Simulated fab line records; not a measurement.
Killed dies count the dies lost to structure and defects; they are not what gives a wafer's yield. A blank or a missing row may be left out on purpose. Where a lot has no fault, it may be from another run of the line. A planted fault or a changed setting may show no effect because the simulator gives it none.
One fault seen from 2 desks ; flow sfqLine ; each desk holds nothing but its own numbers, with what lay behind them at the end

## THE TOOL OWNER'S DESK: rieMetal-03
The tool's own readings at SFQ_TRILAYER_M7_STRIP_STRIP_181 (strips in O2): means of the sampled wafers that have a number, for each lot that ran on this tool. If a lot's mean is further than 4 standard deviations from the usual mean, the lot is out of limits and carries the mark OUT (the distance appears in the brackets).
Columns: A = drypumpMotorCurrentA at SFQ_TRILAYER_M7_STRIP_STRIP_181, usual 5.7 A; B = oesProductAu at SFQ_TRILAYER_M7_STRIP_STRIP_181, usual 0.994 a.u.
lot;first seen here;A;B
L480;day 91 11:35;5.5;0.988
L481;day 91 15:46;5.3;0.975
L492;day 94 05:26;5.8;1.000
This desk's finding: nothing out of limits on any of the 3 lots.

## THE METROLOGY DESK
What the gauges read, lot by lot, whatever tool the lot ran on: means of the sampled wafers that have a number. If a lot's mean is further than 4 standard deviations from the usual mean, the lot is out of limits and carries the mark OUT (the distance appears in the brackets).
Columns: A = M0_OVL at SFQ_M0_OVL_MEAS_906, usual -2 nm; B = C5_OVL at SFQ_C5_OVL_MEAS_937, usual 1 nm; C = M6_OVL at SFQ_M6_OVL_MEAS_940, usual 1 nm
lot;first seen here;A;B;C
L470;day 12 21:02;2;2;3
L471;day 13 10:14;0;2;12
L480;day 16 21:03;3;6;0
L481;day 17 00:40;-3;-2;-12
L482;day 17 05:27;-1;-3;2
L484;day 17 15:03;-2;6;0
L485;day 18 00:47;-5;5;9
L486;day 18 09:10;3;0;5
L488;day 18 19:59;-7;-5;7
L489;day 19 04:31;6;3;9
L491;day 19 15:44;-2;1;-7
L492;day 20 10:03;-7;11;-4
L493;day 20 16:03;-2;-1;1
This desk's finding: nothing out of limits on any of the 13 lots.

## ALL TOGETHER
Nothing out of limits was seen by the tool owner's desk.
The metrology desk saw nothing out of limits.

## WHAT THE SIMULATOR HAD INSERTED
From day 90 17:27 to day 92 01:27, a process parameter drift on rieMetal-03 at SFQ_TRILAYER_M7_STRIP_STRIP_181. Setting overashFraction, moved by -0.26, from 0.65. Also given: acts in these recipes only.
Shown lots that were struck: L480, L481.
